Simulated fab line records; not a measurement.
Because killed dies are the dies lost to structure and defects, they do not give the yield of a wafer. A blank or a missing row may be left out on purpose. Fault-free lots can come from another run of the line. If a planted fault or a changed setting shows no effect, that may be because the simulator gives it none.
fab line records ; flow gf180mcu
record: lots: 12; wafers: 36; last_day: 34
route steps=602 shown V2@405 M3@409
lots that met no fault: from a run of the same line without faults
start_h: hours from the record's first day to the start of the lot's first wafer shown ; wait_h: hours since the lot's step before ; " as in the row above ; L1.1+2: several wafers, shown together as one row ; - no value, or no start was given ; * or withheld: withheld ; < > ~ a bound
route shown NAME@n: NAME is a module with steps in the file, n the number in the route of the first one ; usual: mean/standard deviation taken from wafers without a fault ; same: alike in all rows ; chamber/n: place in a boat ; sites: per-site readings ; _std_site: how widely they spread, as a standard deviation ; _edge_site: inner sites' mean taken away from outer sites' mean ; radius_mm: how far each site lies from the wafer's centre ; mask NAME#n: copy n ; behind: tool/chamber where the wafer was last shaped ; hold: cause of the lot's hold/its duration in hours/its outcome ; device: transistor that didn't switch, given as n, p or np ; end of line: tests of these same wafers at the route's end ; step lacking rows: just its recipe ; killed: at the first sort, the dies lost to defects and structure; wafer yield is something else ; map: the dies of a wafer, with x for killed, . for not killed, _ for no die there
set.NAME: the run value of the setting; set.NAME@STEP: its run value at that earlier step ; model.NAME: the simulator's own value behind a step, which no gauge read
one table for each step of the route and one row for each wafer, over a sample of lots
services: from which hour (start_h, from the record's first day; less than 0 if before it) a tool's chamber was out of use, for how many hours, and why
== steps ==
step: GF_V2_CVD_23
recipe: material: W; target_thk_nm: 350; time_s: 104.94; temp_c: 400; pressure_torr: 40
usual: heater_power_w: 864/130
same: time_s: 104.94
lot.wafer;tool;chamber;start_h;wait_h;heater_power_w
L590.3;cvd_w-02;0;463.71;0.1;967
L590.5;cvd_w-02;1;463.71;0.1;662
L590.6;cvd_w-02;0;463.71;0.1;969
L591.1;cvd_w-02;1;474.30;0.0;689
L591.4;cvd_w-02;1;474.30;0.0;654
L591.5;cvd_w-02;0;474.30;0.0;965
L592.1;cvd_w-02;1;485.34;0.0;683
L592.2;cvd_w-02;0;485.34;0.0;957
L592.6;cvd_w-02;0;485.34;0.0;986
L593.1;cvd_w-01;0;487.94;0.0;841
L593.4;cvd_w-01;1;487.94;0.0;1002
L593.6;cvd_w-01;0;487.94;0.0;844
L594.2;cvd_w-01;1;504.06;0.0;989
L594.5;cvd_w-01;1;504.06;0.0;1013
L594.6;cvd_w-01;0;504.06;0.0;857
L595.1;cvd_w-02;1;511.68;0.0;678
L595.5;cvd_w-02;0;511.68;0.0;968
L595.6;cvd_w-02;1;511.68;0.0;687
L596.2;cvd_w-02;0;519.02;0.0;961
L596.5;cvd_w-02;1;519.02;0.0;676
L596.6;cvd_w-02;0;519.02;0.0;992
L597.1;cvd_w-02;1;523.16;0.0;689
L597.3;cvd_w-02;0;523.16;0.0;982
L597.6;cvd_w-02;1;523.16;0.0;673
L606.2;cvd_w-02;1;602.23;0.0;689
L606.4;cvd_w-02;1;602.23;0.0;655
L606.5;cvd_w-02;0;602.23;0.0;982
L608.1;cvd_w-02;0;615.14;0.0;960
L608.2;cvd_w-02;1;615.14;0.0;680
L608.3;cvd_w-02;1;615.14;0.0;681
L609.1;cvd_w-01;1;619.57;0.0;999
L609.3;cvd_w-01;1;619.57;0.0;1020
L609.4;cvd_w-01;0;619.57;0.0;839
L613.2;cvd_w-01;0;648.02;0.0;834
L613.5;cvd_w-01;1;648.02;0.0;1002
L613.6;cvd_w-01;0;648.02;0.0;819
step: GF_M3_SPUTTER_00
recipe: material: Ti; target_thk_nm: 37.5; arriving_ion_energy_ev: 80; substrate_temp_c: 200; chamber_pressure_pa: 2; power_w: 4000; time_s: 150
usual: cathode_dc_power_W: 4000.1/0.76; throttle_valve_pct: 30.0/0.72
same: time_s: 150
lot.wafer;tool;chamber;start_h;wait_h;cathode_dc_power_W;throttle_valve_pct
L590.3;pvd_sputter-03;-;464.27;0.2;4001.2;30.8
L590.5;pvd_sputter-03;-;464.27;0.2;3999.8;29.6
L590.6;pvd_sputter-03;-;464.27;0.2;3999.1;29.5
L591.1;pvd_sputter-03;-;474.90;0.2;3999.5;29.3
L591.4;pvd_sputter-03;-;474.90;0.2;3999.9;30.2
L591.5;pvd_sputter-03;-;474.90;0.2;3999.7;30.2
L592.1;pvd_sputter-04;-;485.93;0.1;3999.8;30.2
L592.2;pvd_sputter-04;-;485.93;0.1;3999.8;28.8
L592.6;pvd_sputter-04;-;485.93;0.1;4000.5;30.0
L593.1;pvd_sputter-02;-;488.53;0.2;3998.4;30.6
L593.4;pvd_sputter-02;-;488.53;0.2;3999.1;30.1
L593.6;pvd_sputter-02;-;488.53;0.2;3999.8;30.1
L594.2;pvd_sputter-03;-;504.66;0.2;4000.3;29.3
L594.5;pvd_sputter-03;-;504.66;0.2;4002.6;29.3
L594.6;pvd_sputter-03;-;504.66;0.2;4000.8;29.2
L595.1;pvd_sputter-03;-;512.27;0.2;4000.4;30.9
L595.5;pvd_sputter-03;-;512.27;0.2;3999.8;31.0
L595.6;pvd_sputter-03;-;512.27;0.2;4000.1;30.1
L596.2;pvd_sputter-03;-;519.61;0.2;4001.3;29.9
L596.5;pvd_sputter-03;-;519.61;0.2;4000.1;29.6
L596.6;pvd_sputter-03;-;519.61;0.2;4001.3;30.2
L597.1;pvd_sputter-03;-;523.75;0.1;3999.5;29.3
L597.3;pvd_sputter-03;-;523.75;0.1;4000.5;29.4
L597.6;pvd_sputter-03;-;523.75;0.1;4000.3;29.9
L606.2;pvd_sputter-03;-;602.82;0.1;4001.4;29.4
L606.4;pvd_sputter-03;-;602.82;0.1;4000.6;29.7
L606.5;pvd_sputter-03;-;602.82;0.1;4000.1;30.2
L608.1;pvd_sputter-02;-;615.73;0.1;3998.8;30.3
L608.2;pvd_sputter-02;-;615.73;0.1;4000.1;28.8
L608.3;pvd_sputter-02;-;615.73;0.1;4000.7;30.1
L609.1;pvd_sputter-03;-;620.16;0.2;3999.8;29.6
L609.3;pvd_sputter-03;-;620.16;0.2;3999.3;30.0
L609.4;pvd_sputter-03;-;620.16;0.2;4000.4;29.6
L613.2;pvd_sputter-02;-;648.61;0.1;4000.1;30.1
L613.5;pvd_sputter-02;-;648.61;0.1;3999.9;30.6
L613.6;pvd_sputter-02;-;648.61;0.1;4000.2;31.6
step: GF_M3_SPUTTER_03
recipe: material: Ti; target_thk_nm: 10; substrate_temp_c: 300; chamber_pressure_pa: 0.3; power_w: 3000; time_s: 6.7
usual: cathode_dc_power_W: 3000.0/0.53; throttle_valve_pct: 30.0/0.69
same: time_s: 6.7
lot.wafer;tool;chamber;start_h;wait_h;cathode_dc_power_W;throttle_valve_pct
L590.3;pvd_sputter-03;-;464.43;0.0;2999.8;30.9
L590.5;pvd_sputter-03;-;464.43;0.0;2999.6;29.3
L590.6;pvd_sputter-03;-;464.43;0.0;3000.3;29.5
L591.1;pvd_sputter-03;-;475.06;0.0;3000.6;29.3
L591.4;pvd_sputter-03;-;475.06;0.0;3000.5;29.9
L591.5;pvd_sputter-03;-;475.06;0.0;3000.5;30.2
L592.1;pvd_sputter-04;-;486.09;0.0;2999.6;30.1
L592.2;pvd_sputter-04;-;486.09;0.0;3000.0;28.9
L592.6;pvd_sputter-04;-;486.09;0.0;2999.7;30.1
L593.1;pvd_sputter-02;-;488.69;0.0;3000.5;30.7
L593.4;pvd_sputter-02;-;488.69;0.0;2999.9;29.9
L593.6;pvd_sputter-02;-;488.69;0.0;2999.0;29.9
L594.2;pvd_sputter-03;-;504.82;0.0;3000.1;29.2
L594.5;pvd_sputter-03;-;504.82;0.0;3000.2;29.5
L594.6;pvd_sputter-03;-;504.82;0.0;3000.2;29.6
L595.1;pvd_sputter-03;-;512.43;0.0;2999.7;30.7
L595.5;pvd_sputter-03;-;512.43;0.0;2999.1;30.6
L595.6;pvd_sputter-03;-;512.43;0.0;2999.8;30.2
L596.2;pvd_sputter-03;-;519.77;0.0;2999.8;30.2
L596.5;pvd_sputter-03;-;519.77;0.0;3000.5;29.6
L596.6;pvd_sputter-03;-;519.77;0.0;3000.6;29.9
L597.1;pvd_sputter-03;-;523.91;0.0;2999.3;29.4
L597.3;pvd_sputter-03;-;523.91;0.0;3000.6;29.2
L597.6;pvd_sputter-03;-;523.91;0.0;3000.1;30.1
L606.2;pvd_sputter-03;-;602.98;0.0;3000.0;29.4
L606.4;pvd_sputter-03;-;602.98;0.0;2999.8;29.6
L606.5;pvd_sputter-03;-;602.98;0.0;3000.6;30.1
L608.1;pvd_sputter-02;-;615.89;0.0;2999.8;30.2
L608.2;pvd_sputter-02;-;615.89;0.0;2999.9;29.0
L608.3;pvd_sputter-02;-;615.89;0.0;3001.0;30.3
L609.1;pvd_sputter-03;-;620.32;0.0;3000.4;29.4
L609.3;pvd_sputter-03;-;620.32;0.0;3000.1;30.1
L609.4;pvd_sputter-03;-;620.32;0.0;3000.4;29.1
L613.2;pvd_sputter-02;-;648.78;0.0;2999.3;30.6
L613.5;pvd_sputter-02;-;648.78;0.0;3000.4;30.4
L613.6;pvd_sputter-02;-;648.78;0.0;3000.5;31.6
step: GF_M3_EXPOSE_11
recipe: mask_id: Metal3; target_cd_nm: 280; na: 0.68; source_shape: conventional; sigma_outer: 0.6; dose_mj: 28
usual: reticle_temp_C: 23.00/0.11
lot.wafer;tool;chamber;start_h;wait_h;mask;reticle_temp_C
L590.3;krf_scanner-02;0;477.17;-;Metal3#0;23.16
L590.5;krf_scanner-02;0;477.17;-;Metal3#0;23.00
L590.6;krf_scanner-02;0;477.17;-;Metal3#0;23.01
L591.1;krf_scanner-02;0;487.11;-;Metal3#0;22.97
L591.4;krf_scanner-02;0;487.11;-;Metal3#0;22.72
L591.5;krf_scanner-02;0;487.11;-;Metal3#0;22.78
L592.1;krf_scanner-01;0;498.14;-;Metal3#0;22.93
L592.2;krf_scanner-01;0;498.14;-;Metal3#0;23.01
L592.6;krf_scanner-01;0;498.14;-;Metal3#0;22.96
L593.1;krf_scanner-02;0;501.18;-;Metal3#0;22.98
L593.4;krf_scanner-02;0;501.18;-;Metal3#0;22.93
L593.6;krf_scanner-02;0;501.18;-;Metal3#0;22.94
L594.2;krf_scanner-02;0;516.68;-;Metal3#0;23.02
L594.5;krf_scanner-02;0;516.68;-;Metal3#0;22.99
L594.6;krf_scanner-02;0;516.68;-;Metal3#0;22.95
L595.1;krf_scanner-02;0;524.26;-;Metal3#0;23.15
L595.5;krf_scanner-02;0;524.26;-;Metal3#0;23.03
L595.6;krf_scanner-02;0;524.26;-;Metal3#0;23.04
L596.2;krf_scanner-01;0;531.76;-;Metal3#0;23.23
L596.5;krf_scanner-01;0;531.76;-;Metal3#0;22.94
L596.6;krf_scanner-01;0;531.76;-;Metal3#0;23.00
L597.1;krf_scanner-01;0;535.41;-;Metal3#0;23.13
L597.3;krf_scanner-01;0;535.41;-;Metal3#0;23.04
L597.6;krf_scanner-01;0;535.41;-;Metal3#0;23.09
L606.2;krf_scanner-01;0;613.52;-;Metal3#0;23.17
L606.4;krf_scanner-01;0;613.52;-;Metal3#0;23.06
L606.5;krf_scanner-01;0;613.52;-;Metal3#0;23.13
L608.1;krf_scanner-02;0;626.30;-;Metal3#0;22.97
L608.2;krf_scanner-02;0;626.30;-;Metal3#0;22.81
L608.3;krf_scanner-02;0;626.30;-;Metal3#0;22.93
L609.1;krf_scanner-02;0;630.70;-;Metal3#0;22.86
L609.3;krf_scanner-02;0;630.70;-;Metal3#0;22.98
L609.4;krf_scanner-02;0;630.70;-;Metal3#0;22.99
L613.2;krf_scanner-02;0;658.25;-;Metal3#0;23.10
L613.5;krf_scanner-02;0;658.25;-;Metal3#0;23.09
L613.6;krf_scanner-02;0;658.25;-;Metal3#0;23.13
step: GF_M3_CD_MEAS_14
recipe: target_cd_nm: 280
usual: cd_nm: 279.9/1.1
lot.wafer;tool;chamber;start_h;wait_h;hold;cd_nm
L590.3;cd_sem-02;-;489.19;0.1;-;279.4
L590.5;cd_sem-02;-;489.19;0.1;-;278.1
L590.6;cd_sem-02;-;489.19;0.1;-;280.7
L591.1;cd_sem-01;-;498.96;0.1;-;279.7
L591.4;cd_sem-01;-;498.96;0.1;-;279.2
L591.5;cd_sem-01;-;498.96;0.1;-;279.4
L592.1;cd_sem-02;-;509.47;0.2;-;280.5
L592.2;cd_sem-02;-;509.47;0.2;-;279.8
L592.6;cd_sem-02;-;509.47;0.2;-;280.4
L593.1;cd_sem-02;-;512.91;0.1;-;279.7
L593.4;cd_sem-02;-;512.91;0.1;-;281.1
L593.6;cd_sem-02;-;512.91;0.1;-;281.4
L594.2;cd_sem-01;-;527.68;0.1;-;280.4
L594.5;cd_sem-01;-;527.68;0.1;-;278.9
L594.6;cd_sem-01;-;527.68;0.1;-;279.0
L595.1;cd_sem-01;-;535.46;0.1;-;279.2
L595.5;cd_sem-01;-;535.46;0.1;-;279.5
L595.6;cd_sem-01;-;535.46;0.1;-;280.1
L596.2;cd_sem-01;-;543.13;0.1;-;279.1
L596.5;cd_sem-01;-;543.13;0.1;-;277.9
L596.6;cd_sem-01;-;543.13;0.1;-;278.7
L597.1;cd_sem-01;-;545.95;0.1;-;280.6
L597.3;cd_sem-01;-;545.95;0.1;-;281.7
L597.6;cd_sem-01;-;545.95;0.1;-;281.0
L606.2;cd_sem-01;-;623.62;0.1;await_dispo/0.2h/release;250.1
L606.4;cd_sem-01;-;623.62;0.1;await_dispo/0.2h/release;249.5
L606.5;cd_sem-01;-;623.62;0.1;await_dispo/0.2h/release;279.5
L606.2;cd_sem-01;-;623.91;0.3;-;250.2
L606.4;cd_sem-01;-;623.91;0.3;-;249.3
L606.5;cd_sem-01;-;623.91;0.3;-;279.5
L608.1;cd_sem-02;-;636.25;0.1;-;280.7
L608.2;cd_sem-02;-;636.25;0.1;-;280.9
L608.3;cd_sem-02;-;636.25;0.1;-;281.2
L609.1;cd_sem-01;-;640.71;0.1;-;280.8
L609.3;cd_sem-01;-;640.71;0.1;-;282.2
L609.4;cd_sem-01;-;640.71;0.1;-;281.8
L613.2;cd_sem-01;-;668.03;0.1;-;283.8
L613.5;cd_sem-01;-;668.03;0.1;-;281.4
L613.6;cd_sem-01;-;668.03;0.1;-;281.9
== services ==
tool;chamber;start_h;hours;kind
pvd_sputter-02;0;458.54;-;consumable_replace:kit
pvd_sputter-02;0;458.54;18.0;scheduled_down
pvd_sputter-02;0;458.54;18.0;vent_cycle
krf_scanner-02;-;474.06;0.3;repair
krf_scanner-01;-;476.66;1.3;pm
krf_scanner-01;-;483.30;4.4;pm
cvd_w-02;-;498.54;0.9;repair
pvd_sputter-02;-;501.48;8.9;repair
krf_scanner-02;-;503.93;3.0;repair
krf_scanner-01;-;509.10;0.8;pm
krf_scanner-02;-;529.80;6.3;repair
krf_scanner-02;-;531.94;5.5;repair
krf_scanner-01;-;537.47;1.0;pm
pvd_sputter-04;-;549.36;1.3;repair
krf_scanner-02;-;556.81;1.0;pm
krf_scanner-02;-;594.68;0.8;pm
krf_scanner-02;-;597.87;1.3;pm
pvd_sputter-03;2;600.72;-;consumable_replace:kit
pvd_sputter-03;2;600.72;18.0;scheduled_down
pvd_sputter-03;2;600.72;18.0;vent_cycle
krf_scanner-02;-;631.75;6.3;repair
pvd_sputter-02;3;640.70;-;consumable_replace:kit
pvd_sputter-02;3;640.70;18.0;scheduled_down
krf_scanner-01;-;652.56;1.3;pm
== key ==
first_sign: step: GF_M3_CD_MEAS_14; reading: visit; direction: added
effect: step: GF_M3_CD_MEAS_14; reading: cd_nm; direction: down; sigmas: 26; usual: 279.9; struck: 249.8
met_at GF_M3_EXPOSE_11
struck_lots L606
struck_wafers L606.2,L606.4
sort_left_out L606.2,L606.4
not_acting_at GF_V2_CVD_23,GF_M3_SPUTTER_00,GF_M3_SPUTTER_03
onset_between 535.41 613.52
fault: kind: process_parameter_drift; tool: krf_scanner-01; chamber: -; onset_h: 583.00; steps: GF_M3_EXPOSE_11; channel: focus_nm; offset: 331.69; shape: step; end_h: 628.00; scope: struck_wafers_only
sort_left_out: the simulated sort isn't trusted on such a fault, so these wafers' sort isn't shown, and their yield isn't known
